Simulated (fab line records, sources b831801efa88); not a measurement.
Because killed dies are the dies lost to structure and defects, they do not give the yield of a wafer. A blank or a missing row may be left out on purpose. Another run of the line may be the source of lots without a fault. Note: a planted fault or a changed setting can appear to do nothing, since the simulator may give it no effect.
fab line records -- flow gf180mcu
record: lots: 24, wafers: 72, lastDay: 34
route steps=602 shown M3@410 V3@443 M4@461 V4@493
lots with no fault: from the same line, run without faults
startH: hours from the record's first day to the start of the lot's first wafer shown -- waitH: hours since the lot's step before -- " unchanged from the row above -- L1.1+2: several wafers, shown together as one row -- - value missing, or start not given -- * or withheld: withheld -- < > ~ a bound
route shown NAME@n: names a module that has steps shown in the file, with the first one's number in the route -- usual: average and standard deviation across the fault-free wafers -- same: alike in all rows -- chamber/n: place in a boat -- sites: each site's reading -- _std_site: how widely they spread, as a standard deviation -- _edge_site: outer sites' mean less inner sites' -- radiusMm: for every site, how far away it sits from the centre of the wafer -- mask NAME#n: copy n -- behind: tool/chamber where the wafer was last shaped -- hold: why the lot went on hold/how many hours it stayed there/how the hold came to an end -- device: whichever transistor did not switch (one of n, p or np) -- end of line: the same wafers' tests at the end of the route -- a step given without rows: its recipe and nothing more -- killed: not the wafer's yield, but the dies lost to structure and defects at the first sort -- map: per-die view of a wafer (x killed, . not killed, _ where there is no die)
set.NAME: setting as actually run; set.NAME@STEP: the setting as run at that earlier step -- model.NAME: the simulator's own value behind a step, which no gauge read
the route's steps for a sample of lots (tables are steps, rows are wafers)
services: a tool's chamber out of use, with start hour (startH, from the record's first day; less than 0 if before it), hours out, and reason
== steps ==
step: GF_M3_SPUTTER_01
recipe: material: TiN, targetThkNm: 30, powerW: 6500, timeS: 25, chamberPressurePa: 0.4
usual: throttleValvePct: 30.0/1
lot.wafer,tool,chamber,startH,waitH,throttleValvePct
L074.2,pvdSputter-02,-,460.34,0.1,30.9
L074.5,pvdSputter-02,-,460.34,0.1,30.8
L074.6,pvdSputter-02,-,460.34,0.1,30.8
L075.3,pvdSputter-03,-,466.00,0.1,30.8
L075.5,pvdSputter-03,-,466.00,0.1,30.7
L075.6,pvdSputter-03,-,466.00,0.1,31.0
L076.1,pvdSputter-03,-,475.99,0.1,30.8
L076.3,pvdSputter-03,-,475.99,0.1,31.0
L076.5,pvdSputter-03,-,475.99,0.1,30.8
L077.1,pvdSputter-03,-,482.49,0.1,27.5
L077.5,pvdSputter-03,-,482.49,0.1,31.0
L077.6,pvdSputter-03,-,482.49,0.1,30.9
L078.2,pvdSputter-03,-,496.20,0.1,30.9
L078.3,pvdSputter-03,-,496.20,0.1,30.7
L078.5,pvdSputter-03,-,496.20,0.1,30.7
L079.2,pvdSputter-03,-,503.78,0.1,30.6
L079.3,pvdSputter-03,-,503.78,0.1,27.5
L079.4,pvdSputter-03,-,503.78,0.1,30.9
L080.2,pvdSputter-04,-,516.16,0.1,30.0
L080.3,pvdSputter-04,-,516.16,0.1,29.8
L080.5,pvdSputter-04,-,516.16,0.1,28.6
L081.4,pvdSputter-04,-,531.34,0.1,30.1
L081.5,pvdSputter-04,-,531.34,0.1,29.5
L081.6,pvdSputter-04,-,531.34,0.1,28.5
L082.2,pvdSputter-04,-,532.34,0.1,28.4
L082.3,pvdSputter-04,-,532.34,0.1,29.8
L082.4,pvdSputter-04,-,532.34,0.1,29.9
L083.2,pvdSputter-02,-,547.01,0.1,30.7
L083.4,pvdSputter-02,-,547.01,0.1,30.3
L083.6,pvdSputter-02,-,547.01,0.1,30.6
L084.2,pvdSputter-02,-,553.80,0.1,31.2
L084.4,pvdSputter-02,-,553.80,0.1,30.4
L084.6,pvdSputter-02,-,553.80,0.1,30.0
L085.1,pvdSputter-04,-,562.29,0.1,29.9
L085.5,pvdSputter-04,-,562.29,0.1,30.1
L085.6,pvdSputter-04,-,562.29,0.1,30.0
L086.3,pvdSputter-03,-,572.00,0.1,27.2
L086.4,pvdSputter-03,-,572.00,0.1,30.9
L086.5,pvdSputter-03,-,572.00,0.1,28.0
L087.2,pvdSputter-02,-,573.10,0.1,31.2
L087.3,pvdSputter-02,-,573.10,0.1,30.3
L087.4,pvdSputter-02,-,573.10,0.1,29.6
L088.3,pvdSputter-02,-,582.75,0.1,29.8
L088.5,pvdSputter-02,-,582.75,0.1,29.5
L088.6,pvdSputter-02,-,582.75,0.1,30.4
L089.2,pvdSputter-02,-,589.95,0.1,30.5
L089.3,pvdSputter-02,-,589.95,0.1,30.9
L089.6,pvdSputter-02,-,589.95,0.1,30.5
L090.2,pvdSputter-02,-,598.31,0.1,30.4
L090.3,pvdSputter-02,-,598.31,0.1,29.7
L090.4,pvdSputter-02,-,598.31,0.1,30.6
L091.4,pvdSputter-03,-,605.05,0.1,31.0
L091.5,pvdSputter-03,-,605.05,0.1,31.0
L091.6,pvdSputter-03,-,605.05,0.1,30.9
L092.2,pvdSputter-04,-,607.40,0.1,30.0
L092.3,pvdSputter-04,-,607.40,0.1,28.6
L092.5,pvdSputter-04,-,607.40,0.1,30.2
L093.3,pvdSputter-04,-,623.14,0.1,28.8
L093.4,pvdSputter-04,-,623.14,0.1,30.1
L093.5,pvdSputter-04,-,623.14,0.1,30.2
L094.3,pvdSputter-04,-,627.69,0.1,30.1
L094.4,pvdSputter-04,-,627.69,0.1,29.5
L094.6,pvdSputter-04,-,627.69,0.1,30.3
L095.2,pvdSputter-04,-,640.84,0.1,28.6
L095.5,pvdSputter-04,-,640.84,0.1,30.2
L095.6,pvdSputter-04,-,640.84,0.1,28.8
L096.2,pvdSputter-03,-,650.24,0.1,30.8
L096.3,pvdSputter-03,-,650.24,0.1,31.0
L096.5,pvdSputter-03,-,650.24,0.1,30.9
L097.1,pvdSputter-03,-,651.65,0.1,30.7
L097.3,pvdSputter-03,-,651.65,0.1,27.8
L097.5,pvdSputter-03,-,651.65,0.1,27.7
step: GF_M3_STRIP_17
recipe: chemistry: O2/N2, powerW: 1400, pressureMtorr: 1500, platenTempC: 250, o2FlowSccm: 3000, n2FlowSccm: 300, overashFraction: 0.5
usual: drypumpMotorCurrentA: 5.7/0.3, heaterPowerW: 361/76, o2FlowSccm: 3001/9.7, oesProductAu: 0.534/0.0053, stripTimeToEndpointS: 7.29/0.056
lot.wafer,tool,chamber,startH,waitH,drypumpMotorCurrentA,heaterPowerW,o2FlowSccm,oesProductAu,rfHoursCounterH,stripTimeToEndpointS
L074.2,plasmaAsher-01,0,485.07,0.1,5.9,494,3005,0.523,40,7.27
L074.5,plasmaAsher-01,0,485.07,0.1,5.9,508,3021,0.533,-,7.29
L074.6,plasmaAsher-01,1,485.07,0.1,5.7,346,3001,0.532,-,7.21
L075.3,plasmaAsher-04,1,490.20,0.1,6.2,296,2991,0.531,-,7.26
L075.5,plasmaAsher-04,0,490.20,0.1,5.5,300,2988,0.527,-,7.26
L075.6,plasmaAsher-04,1,490.20,0.1,6.1,289,2999,0.527,-,7.14
L076.1,plasmaAsher-01,1,500.70,0.1,5.7,336,3013,0.529,41,7.26
L076.3,plasmaAsher-01,1,500.70,0.1,5.8,345,2996,0.531,-,7.24
L076.5,plasmaAsher-01,1,500.70,0.1,5.8,337,3012,0.530,-,7.28
L077.1,plasmaAsher-01,0,507.00,0.1,5.9,517,3009,0.526,42,7.17
L077.5,plasmaAsher-01,1,507.00,0.1,5.8,335,2993,0.529,-,7.15
L077.6,plasmaAsher-01,0,507.00,0.1,5.9,509,3006,0.536,-,7.30
L078.2,plasmaAsher-04,0,519.58,0.1,5.5,301,2997,0.541,72,7.35
L078.3,plasmaAsher-04,1,519.58,0.1,6.2,287,2997,0.538,-,7.37
L078.5,plasmaAsher-04,1,519.58,0.1,6.1,290,2989,0.536,-,7.34
L079.2,plasmaAsher-01,0,527.70,0.1,5.9,508,2999,0.533,44,7.34
L079.3,plasmaAsher-01,0,527.70,0.1,5.9,511,3013,0.530,-,7.38
L079.4,plasmaAsher-01,1,527.70,0.1,5.8,335,2994,0.536,-,7.34
L080.2,plasmaAsher-03,0,539.50,0.1,5.4,360,3013,0.535,93,7.36
L080.3,plasmaAsher-03,0,539.50,0.1,5.4,366,3021,0.547,-,7.34
L080.5,plasmaAsher-03,1,539.50,0.1,5.2,331,2996,0.532,-,7.31
L081.4,plasmaAsher-01,0,554.49,0.1,5.9,497,3000,0.533,-,7.35
L081.5,plasmaAsher-01,1,554.49,0.1,5.8,332,3002,0.535,-,7.38
L081.6,plasmaAsher-01,0,554.49,0.1,5.9,507,2989,0.533,-,7.35
L082.2,plasmaAsher-04,1,555.41,0.2,6.2,295,3012,0.537,76,7.24
L082.3,plasmaAsher-04,1,555.41,0.2,6.2,295,3011,0.527,-,7.27
L082.4,plasmaAsher-04,0,555.41,0.2,5.5,311,2994,0.524,-,7.27
L083.2,plasmaAsher-03,1,569.85,0.1,5.2,332,3005,0.529,97,7.21
L083.4,plasmaAsher-03,1,569.85,0.1,5.2,318,3001,0.521,-,7.18
L083.6,plasmaAsher-03,1,569.85,0.1,5.2,328,3019,0.523,-,7.19
L084.2,plasmaAsher-04,1,576.00,0.1,6.1,287,2981,0.533,78,7.42
L084.4,plasmaAsher-04,1,576.00,0.1,6.1,296,2982,0.530,-,7.34
L084.6,plasmaAsher-04,0,576.00,0.1,5.5,300,3000,0.536,-,7.30
L085.1,plasmaAsher-01,1,584.33,0.1,5.7,335,2987,0.538,51,7.31
L085.5,plasmaAsher-01,0,584.33,0.1,5.9,502,3019,0.530,-,7.26
L085.6,plasmaAsher-01,1,584.33,0.1,5.8,333,2988,0.550,-,7.29
L086.3,plasmaAsher-03,1,593.21,0.1,5.2,334,3019,0.545,-,7.35
L086.4,plasmaAsher-03,0,593.21,0.1,5.4,355,3006,0.544,-,7.34
L086.5,plasmaAsher-03,0,593.21,0.1,5.4,361,3000,0.534,-,7.37
L087.2,plasmaAsher-04,1,594.43,0.1,6.1,296,2995,0.528,80,7.27
L087.3,plasmaAsher-04,1,594.43,0.1,6.1,291,2996,0.537,-,7.31
L087.4,plasmaAsher-04,0,594.43,0.1,5.5,302,3014,0.530,-,7.20
L088.3,plasmaAsher-03,0,604.18,0.1,5.4,353,2984,0.527,-,7.32
L088.5,plasmaAsher-03,1,604.18,0.1,5.2,330,3006,0.538,-,7.32
L088.6,plasmaAsher-03,0,604.18,0.1,5.4,352,2983,0.540,-,7.30
L089.2,plasmaAsher-04,0,611.13,0.1,5.5,312,3010,0.531,82,7.30
L089.3,plasmaAsher-04,1,611.13,0.1,6.2,285,2981,0.539,-,7.35
L089.6,plasmaAsher-04,0,611.13,0.1,5.5,307,2998,0.531,-,7.28
L090.2,plasmaAsher-01,0,618.72,0.1,5.9,494,2992,0.537,54,7.28
L090.3,plasmaAsher-01,1,618.72,0.1,5.8,337,2995,0.544,-,7.27
L090.4,plasmaAsher-01,0,618.72,0.1,5.9,509,3001,0.534,-,7.29
L091.4,plasmaAsher-03,1,625.73,0.1,5.2,329,3005,0.529,-,7.32
L091.5,plasmaAsher-03,1,625.73,0.1,5.2,328,2996,0.538,-,7.28
L091.6,plasmaAsher-03,0,625.73,0.1,5.4,353,2979,0.540,-,7.36
L092.2,plasmaAsher-01,0,627.82,0.1,5.9,490,2998,0.535,55,7.33
L092.3,plasmaAsher-01,0,627.82,0.1,5.9,502,2999,0.543,-,7.32
L092.5,plasmaAsher-01,1,627.82,0.1,5.8,340,2990,0.537,-,7.35
L093.3,plasmaAsher-01,0,642.92,0.1,5.9,512,2992,0.534,-,7.28
L093.4,plasmaAsher-01,1,642.92,0.1,5.8,326,3008,0.526,-,7.21
L093.5,plasmaAsher-01,0,642.92,0.1,5.9,505,2999,0.531,-,7.25
L094.3,plasmaAsher-03,1,647.86,0.1,5.2,324,3012,0.534,-,7.21
L094.4,plasmaAsher-03,0,647.86,0.1,5.4,354,3016,0.531,-,7.27
L094.6,plasmaAsher-03,0,647.86,0.1,5.4,354,3015,0.536,-,7.25
L095.2,plasmaAsher-03,0,660.62,0.1,5.4,361,3006,0.530,106,7.29
L095.5,plasmaAsher-03,0,660.62,0.1,5.4,349,2998,0.538,-,7.31
L095.6,plasmaAsher-03,1,660.62,0.1,5.2,323,2994,0.532,-,7.30
L096.2,plasmaAsher-04,0,669.08,0.1,5.5,302,3003,0.535,88,7.32
L096.3,plasmaAsher-04,0,669.08,0.1,5.5,305,2995,0.541,-,7.33
L096.5,plasmaAsher-04,0,669.08,0.1,5.5,299,2995,0.534,-,7.27
L097.1,plasmaAsher-01,1,670.77,0.1,5.7,330,2999,0.525,60,7.31
L097.3,plasmaAsher-01,1,670.77,0.1,5.7,339,3002,0.534,-,7.31
L097.5,plasmaAsher-01,1,670.77,0.1,5.7,333,3012,0.530,-,7.32
step: GF_V3_CD_MEAS_14
recipe: targetCdNm: 260
usual: cdNm: 260.3/1.2
lot.wafer,tool,chamber,startH,waitH,cdNm
L074.2,cdSem-01,-,508.99,0.1,259.2
L074.5,cdSem-01,-,508.99,0.1,259.2
L074.6,cdSem-01,-,508.99,0.1,259.1
L075.3,cdSem-01,-,514.83,0.1,258.5
L075.5,cdSem-01,-,514.83,0.1,259.0
L075.6,cdSem-01,-,514.83,0.1,258.2
L076.1,cdSem-01,-,524.78,0.1,261.1
L076.3,cdSem-01,-,524.78,0.1,261.7
L076.5,cdSem-01,-,524.78,0.1,261.8
L077.1,cdSem-01,-,531.32,0.1,259.7
L077.5,cdSem-01,-,531.32,0.1,260.2
L077.6,cdSem-01,-,531.32,0.1,260.9
L078.2,cdSem-02,-,543.36,0.1,259.4
L078.3,cdSem-02,-,543.36,0.1,259.4
L078.5,cdSem-02,-,543.36,0.1,259.6
L079.2,cdSem-01,-,551.29,0.1,260.6
L079.3,cdSem-01,-,551.29,0.1,261.8
L079.4,cdSem-01,-,551.29,0.1,260.2
L080.2,cdSem-02,-,563.09,0.1,258.6
L080.3,cdSem-02,-,563.09,0.1,259.4
L080.5,cdSem-02,-,563.09,0.1,259.4
L081.4,cdSem-01,-,577.12,0.2,262.1
L081.5,cdSem-01,-,577.12,0.2,259.8
L081.6,cdSem-01,-,577.12,0.2,260.5
L082.2,cdSem-02,-,577.69,0.1,258.7
L082.3,cdSem-02,-,577.69,0.1,258.6
L082.4,cdSem-02,-,577.69,0.1,259.2
L083.2,cdSem-01,-,593.00,0.1,260.7
L083.4,cdSem-01,-,593.00,0.1,260.7
L083.6,cdSem-01,-,593.00,0.1,260.8
L084.2,cdSem-01,-,598.57,0.2,262.0
L084.4,cdSem-01,-,598.57,0.2,262.3
L084.6,cdSem-01,-,598.57,0.2,262.9
L085.1,cdSem-02,-,606.93,0.1,263.4
L085.5,cdSem-02,-,606.93,0.1,262.1
L085.6,cdSem-02,-,606.93,0.1,262.9
L086.3,cdSem-02,-,615.41,0.1,258.3
L086.4,cdSem-02,-,615.41,0.1,257.7
L086.5,cdSem-02,-,615.41,0.1,258.9
L087.2,cdSem-01,-,616.25,0.1,261.0
L087.3,cdSem-01,-,616.25,0.1,261.4
L087.4,cdSem-01,-,616.25,0.1,261.1
L088.3,cdSem-01,-,625.82,0.1,259.8
L088.5,cdSem-01,-,625.82,0.1,260.5
L088.6,cdSem-01,-,625.82,0.1,260.5
L089.2,cdSem-02,-,632.80,0.1,260.4
L089.3,cdSem-02,-,632.80,0.1,260.6
L089.6,cdSem-02,-,632.80,0.1,260.7
L090.2,cdSem-02,-,639.75,0.1,260.7
L090.3,cdSem-02,-,639.75,0.1,260.2
L090.4,cdSem-02,-,639.75,0.1,260.0
L091.4,cdSem-01,-,646.53,0.1,262.0
L091.5,cdSem-01,-,646.53,0.1,260.4
L091.6,cdSem-01,-,646.53,0.1,262.1
L092.2,cdSem-02,-,648.80,0.1,259.7
L092.3,cdSem-02,-,648.80,0.1,259.8
L092.5,cdSem-02,-,648.80,0.1,259.2
L093.3,cdSem-01,-,664.07,0.1,260.2
L093.4,cdSem-01,-,664.07,0.1,261.3
L093.5,cdSem-01,-,664.07,0.1,260.7
L094.3,cdSem-01,-,668.05,0.1,259.0
L094.4,cdSem-01,-,668.05,0.1,259.3
L094.6,cdSem-01,-,668.05,0.1,259.1
L095.2,cdSem-02,-,680.03,0.2,261.0
L095.5,cdSem-02,-,680.03,0.2,260.5
L095.6,cdSem-02,-,680.03,0.2,259.6
L096.2,cdSem-01,-,689.45,0.1,261.0
L096.3,cdSem-01,-,689.45,0.1,261.8
L096.5,cdSem-01,-,689.45,0.1,260.6
L097.1,cdSem-02,-,691.06,0.1,259.8
L097.3,cdSem-02,-,691.06,0.1,259.6
L097.5,cdSem-02,-,691.06,0.1,259.6
step: GF_M4_RS_MEAS_05
recipe: thkMeasGauge: four-point-probe, reads: TiN_of_M4_SPUTTER_04+Ti_of_M4_SPUTTER_03+AlCu_of_M4_SPUTTER_02+TiN_of_M4_SPUTTER_01+Ti_of_M4_SPUTTER_00
usual: M4_ALCU_RS: 0.0693/0.00077
lot.wafer,tool,chamber,startH,waitH,M4_ALCU_RS[ohm/sq]
L074.2,filmMetro-04,-,510.73,0.0,0.0695
L074.5,filmMetro-04,-,510.73,0.0,0.0685
L074.6,filmMetro-04,-,510.73,0.0,0.0691
L075.3,filmMetro-04,-,516.62,0.1,0.0682
L075.5,filmMetro-04,-,516.62,0.1,0.0690
L075.6,filmMetro-04,-,516.62,0.1,0.0682
L076.1,filmMetro-02,-,526.55,0.0,0.0684
L076.3,filmMetro-02,-,526.55,0.0,0.0698
L076.5,filmMetro-02,-,526.55,0.0,0.0699
L077.1,filmMetro-02,-,533.05,0.0,0.0682
L077.5,filmMetro-02,-,533.05,0.0,0.0682
L077.6,filmMetro-02,-,533.05,0.0,0.0693
L078.2,filmMetro-04,-,545.09,0.0,0.0692
L078.3,filmMetro-04,-,545.09,0.0,0.0692
L078.5,filmMetro-04,-,545.09,0.0,0.0700
L079.2,filmMetro-04,-,553.02,0.0,0.0687
L079.3,filmMetro-04,-,553.02,0.0,0.0685
L079.4,filmMetro-04,-,553.02,0.0,0.0695
L080.2,filmMetro-04,-,564.88,0.0,0.0699
L080.3,filmMetro-04,-,564.88,0.0,0.0682
L080.5,filmMetro-04,-,564.88,0.0,0.0703
L081.4,filmMetro-01,-,578.85,0.1,0.0693
L081.5,filmMetro-01,-,578.85,0.1,0.0693
L081.6,filmMetro-01,-,578.85,0.1,0.0692
L082.2,filmMetro-02,-,579.48,0.0,0.0691
L082.3,filmMetro-02,-,579.48,0.0,0.0701
L082.4,filmMetro-02,-,579.48,0.0,0.0695
L083.2,filmMetro-01,-,594.74,0.0,0.0690
L083.4,filmMetro-01,-,594.74,0.0,0.0692
L083.6,filmMetro-01,-,594.74,0.0,0.0691
L084.2,filmMetro-02,-,601.10,0.0,0.0685
L084.4,filmMetro-02,-,601.10,0.0,0.0681
L084.6,filmMetro-02,-,601.10,0.0,0.0676
L085.1,filmMetro-01,-,609.35,0.0,0.0688
L085.5,filmMetro-01,-,609.35,0.0,0.0695
L085.6,filmMetro-01,-,609.35,0.0,0.0704
L086.3,filmMetro-04,-,617.18,0.1,0.0694
L086.4,filmMetro-04,-,617.18,0.1,0.0691
L086.5,filmMetro-04,-,617.18,0.1,0.0684
L087.2,filmMetro-04,-,618.03,0.0,0.0689
L087.3,filmMetro-04,-,618.03,0.0,0.0685
L087.4,filmMetro-04,-,618.03,0.0,0.0689
L088.3,filmMetro-04,-,627.56,0.1,0.0691
L088.5,filmMetro-04,-,627.56,0.1,0.0681
L088.6,filmMetro-04,-,627.56,0.1,0.0690
L089.2,filmMetro-02,-,634.83,0.0,0.0692
L089.3,filmMetro-02,-,634.83,0.0,0.0700
L089.6,filmMetro-02,-,634.83,0.0,0.0700
L090.2,filmMetro-02,-,641.49,0.0,0.0694
L090.3,filmMetro-02,-,641.49,0.0,0.0700
L090.4,filmMetro-02,-,641.49,0.0,0.0698
L091.4,filmMetro-01,-,648.26,0.1,0.0717
L091.5,filmMetro-01,-,648.26,0.1,0.0695
L091.6,filmMetro-01,-,648.26,0.1,0.0705
L092.2,filmMetro-01,-,650.53,0.0,0.0701
L092.3,filmMetro-01,-,650.53,0.0,0.0693
L092.5,filmMetro-01,-,650.53,0.0,0.0705
L093.3,filmMetro-04,-,665.81,0.1,0.0700
L093.4,filmMetro-04,-,665.81,0.1,0.0698
L093.5,filmMetro-04,-,665.81,0.1,0.0686
L094.3,filmMetro-01,-,669.79,0.1,0.0710
L094.4,filmMetro-01,-,669.79,0.1,0.0702
L094.6,filmMetro-01,-,669.79,0.1,0.0707
L095.2,filmMetro-04,-,681.76,0.0,0.0699
L095.5,filmMetro-04,-,681.76,0.0,0.0687
L095.6,filmMetro-04,-,681.76,0.0,0.0692
L096.2,filmMetro-02,-,691.18,0.0,0.0683
L096.3,filmMetro-02,-,691.18,0.0,0.0696
L096.5,filmMetro-02,-,691.18,0.0,0.0691
L097.1,filmMetro-04,-,692.80,0.0,0.0682
L097.3,filmMetro-04,-,692.80,0.0,0.0694
L097.5,filmMetro-04,-,692.80,0.0,0.0695
step: GF_M4_CD_MEAS_14
recipe: targetCdNm: 280
usual: cdNm: 280.3/1.2
lot.wafer,tool,chamber,startH,waitH,cdNm
L074.2,cdSem-02,-,533.44,0.1,281.8
L074.5,cdSem-02,-,533.44,0.1,280.9
L074.6,cdSem-02,-,533.44,0.1,281.7
L075.3,cdSem-01,-,538.98,0.1,278.4
L075.5,cdSem-01,-,538.98,0.1,279.5
L075.6,cdSem-01,-,538.98,0.1,280.3
L076.1,cdSem-01,-,549.37,0.1,278.8
L076.3,cdSem-01,-,549.37,0.1,280.1
L076.5,cdSem-01,-,549.37,0.1,279.4
L077.1,cdSem-01,-,555.23,0.1,281.9
L077.5,cdSem-01,-,555.23,0.1,281.5
L077.6,cdSem-01,-,555.23,0.1,281.8
L078.2,cdSem-01,-,566.90,0.1,280.6
L078.3,cdSem-01,-,566.90,0.1,279.7
L078.5,cdSem-01,-,566.90,0.1,279.7
L079.2,cdSem-01,-,575.35,0.1,281.5
L079.3,cdSem-01,-,575.35,0.1,280.1
L079.4,cdSem-01,-,575.35,0.1,280.0
L080.2,cdSem-02,-,586.21,0.1,277.8
L080.3,cdSem-02,-,586.21,0.1,277.4
L080.5,cdSem-02,-,586.21,0.1,278.7
L081.4,cdSem-02,-,600.04,0.1,281.8
L081.5,cdSem-02,-,600.04,0.1,280.6
L081.6,cdSem-02,-,600.04,0.1,280.3
L082.2,cdSem-01,-,600.35,0.1,281.6
L082.3,cdSem-01,-,600.35,0.1,282.1
L082.4,cdSem-01,-,600.35,0.1,280.9
L083.2,cdSem-01,-,615.74,0.1,281.4
L083.4,cdSem-01,-,615.74,0.1,281.8
L083.6,cdSem-01,-,615.74,0.1,282.0
L084.2,cdSem-01,-,621.64,0.1,281.5
L084.4,cdSem-01,-,621.64,0.1,279.8
L084.6,cdSem-01,-,621.64,0.1,280.1
L085.1,cdSem-02,-,629.89,0.1,281.1
L085.5,cdSem-02,-,629.89,0.1,280.1
L085.6,cdSem-02,-,629.89,0.1,281.0
L086.3,cdSem-02,-,636.71,0.1,279.9
L086.4,cdSem-02,-,636.71,0.1,281.6
L086.5,cdSem-02,-,636.71,0.1,279.7
L087.2,cdSem-02,-,638.06,0.2,282.5
L087.3,cdSem-02,-,638.06,0.2,281.2
L087.4,cdSem-02,-,638.06,0.2,282.8
L088.3,cdSem-01,-,647.51,0.1,278.2
L088.5,cdSem-01,-,647.51,0.1,278.7
L088.6,cdSem-01,-,647.51,0.1,279.3
L089.2,cdSem-01,-,654.64,0.1,279.7
L089.3,cdSem-01,-,654.64,0.1,279.7
L089.6,cdSem-01,-,654.64,0.1,281.2
L090.2,cdSem-01,-,660.83,0.1,279.3
L090.3,cdSem-01,-,660.83,0.1,279.0
L090.4,cdSem-01,-,660.83,0.1,278.6
L091.4,cdSem-01,-,667.30,0.1,279.5
L091.5,cdSem-01,-,667.30,0.1,279.5
L091.6,cdSem-01,-,667.30,0.1,279.5
L092.2,cdSem-02,-,668.98,0.1,281.2
L092.3,cdSem-02,-,668.98,0.1,281.6
L092.5,cdSem-02,-,668.98,0.1,280.6
L093.3,cdSem-02,-,684.85,0.1,279.5
L093.4,cdSem-02,-,684.85,0.1,280.3
L093.5,cdSem-02,-,684.85,0.1,280.9
L094.3,cdSem-02,-,688.90,0.1,281.0
L094.4,cdSem-02,-,688.90,0.1,280.4
L094.6,cdSem-02,-,688.90,0.1,282.4
L095.2,cdSem-01,-,700.01,0.1,279.7
L095.5,cdSem-01,-,700.01,0.1,280.2
L095.6,cdSem-01,-,700.01,0.1,280.7
L096.2,cdSem-01,-,709.41,0.1,281.1
L096.3,cdSem-01,-,709.41,0.1,281.3
L096.5,cdSem-01,-,709.41,0.1,280.3
L097.1,cdSem-01,-,711.30,0.2,281.9
L097.3,cdSem-01,-,711.30,0.2,279.5
L097.5,cdSem-01,-,711.30,0.2,278.9
step: GF_V4_ETCH_17
recipe: chemistry: C4F8/O2/Ar, maskMaterial: KrF, target: SiO2, stopOn: TiN, sourceW: 1500, biasW: 1200, pressureMtorr: 40, c4f8FlowSccm: withheld, O2_flow_sccm: 6, Ar_flow_sccm: 300, timeS: withheld, targetDepthA: 6300
usual: oesProductAu: 0.857/0.0047
lot.wafer,tool,chamber,startH,waitH,oesProductAu
L074.2,rieDiel-02,2,-,-,0.864
L074.5,rieDiel-02,3,-,-,0.850
L074.6,rieDiel-02,2,-,-,0.861
L075.3,rieDiel-02,3,-,-,0.856
L075.5,rieDiel-02,3,-,-,0.857
L075.6,rieDiel-02,2,-,-,0.863
L076.1,rieDiel-04,1,-,-,0.852
L076.3,rieDiel-04,0,-,-,0.857
L076.5,rieDiel-04,2,-,-,0.859
L077.1,rieDiel-03,0,-,-,0.858
L077.5,rieDiel-03,1,-,-,0.853
L077.6,rieDiel-03,0,-,-,0.861
L078.2,rieDiel-03,2,-,-,0.853
L078.3,rieDiel-03,3,-,-,0.861
L078.5,rieDiel-03,3,-,-,0.858
L079.2,rieDiel-03,2,-,-,0.863
L079.3,rieDiel-03,1,-,-,0.853
L079.4,rieDiel-03,0,-,-,0.856
L080.2,rieDiel-04,1,-,-,0.854
L080.3,rieDiel-04,2,-,-,0.856
L080.5,rieDiel-04,2,-,-,0.864
L081.4,rieDiel-04,1,-,-,0.853
L081.5,rieDiel-04,1,-,-,0.861
L081.6,rieDiel-04,2,-,-,0.855
L082.2,rieDiel-03,3,-,-,0.852
L082.3,rieDiel-03,0,-,-,0.860
L082.4,rieDiel-03,2,-,-,0.859
L083.2,rieDiel-04,3,-,-,0.857
L083.4,rieDiel-04,2,-,-,0.858
L083.6,rieDiel-04,3,-,-,0.852
L084.2,rieDiel-03,3,-,-,0.861
L084.4,rieDiel-03,3,-,-,0.847
L084.6,rieDiel-03,0,-,-,0.856
L085.1,rieDiel-02,3,-,-,0.862
L085.5,rieDiel-02,1,-,-,0.862
L085.6,rieDiel-02,0,-,-,0.855
L086.3,rieDiel-04,0,-,-,0.847
L086.4,rieDiel-04,1,-,-,0.842
L086.5,rieDiel-04,3,-,-,0.856
L087.2,rieDiel-02,2,-,-,0.852
L087.3,rieDiel-02,3,-,-,0.851
L087.4,rieDiel-02,1,-,-,0.862
L088.3,rieDiel-03,3,-,-,0.855
L088.5,rieDiel-03,3,-,-,0.851
L088.6,rieDiel-03,2,-,-,0.851
L089.2,rieDiel-04,3,-,-,0.859
L089.3,rieDiel-04,2,-,-,0.858
L089.6,rieDiel-04,3,-,-,0.859
L090.2,rieDiel-03,1,-,-,0.859
L090.3,rieDiel-03,0,-,-,0.854
L090.4,rieDiel-03,2,-,-,0.856
L091.4,rieDiel-04,0,-,-,0.851
L091.5,rieDiel-04,1,-,-,0.855
L091.6,rieDiel-04,0,-,-,0.859
L092.2,rieDiel-04,1,-,-,0.855
L092.3,rieDiel-04,0,-,-,0.849
L092.5,rieDiel-04,2,-,-,0.857
L093.3,rieDiel-03,0,-,-,0.855
L093.4,rieDiel-03,3,-,-,0.853
L093.5,rieDiel-03,2,-,-,0.854
L094.3,rieDiel-04,2,-,-,0.853
L094.4,rieDiel-04,0,-,-,0.851
L094.6,rieDiel-04,1,-,-,0.857
L095.2,rieDiel-04,2,-,-,0.851
L095.5,rieDiel-04,3,-,-,0.859
L095.6,rieDiel-04,2,-,-,0.854
L096.2,rieDiel-02,3,-,-,0.861
L096.3,rieDiel-02,2,-,-,0.849
L096.5,rieDiel-02,0,-,-,0.859
L097.1,rieDiel-03,1,-,-,0.861
L097.3,rieDiel-03,2,-,-,0.852
L097.5,rieDiel-03,2,-,-,0.853
== services ==
tool,chamber,startH,hours,kind
pvdSputter-04,-,443.48,4.8,repair
plasmaAsher-03,-,443.78,4.1,repair
plasmaAsher-04,-,516.74,2.0,repair
plasmaAsher-03,-,520.66,2.8,pm
pvdSputter-03,-,530.97,1.5,repair
rieDiel-02,3,535.80,8.0,repair
rieDiel-04,1,544.99,-,clean
rieDiel-04,1,544.99,17.2,scheduledDown
rieDiel-03,-,552.00,14.6,pm
rieDiel-04,3,569.24,8.8,repair
pvdSputter-03,-,580.50,7.0,repair
rieDiel-02,1,589.34,3.4,repair
rieDiel-03,1,619.96,13.2,repair
rieDiel-02,2,627.23,6.3,repair
rieDiel-02,0,629.10,2.2,repair
rieDiel-04,3,660.99,6.9,repair
pvdSputter-04,-,661.15,1.5,repair
pvdSputter-03,-,682.10,0.7,repair
rieDiel-03,0,685.30,3.3,repair
pvdSputter-04,-,689.18,1.0,repair
rieDiel-02,3,694.19,6.9,repair
pvdSputter-02,-,694.58,0.7,repair
pvdSputter-03,-,703.91,1.9,repair
rieDiel-04,-,724.07,15.6,pm
== key ==
fault none
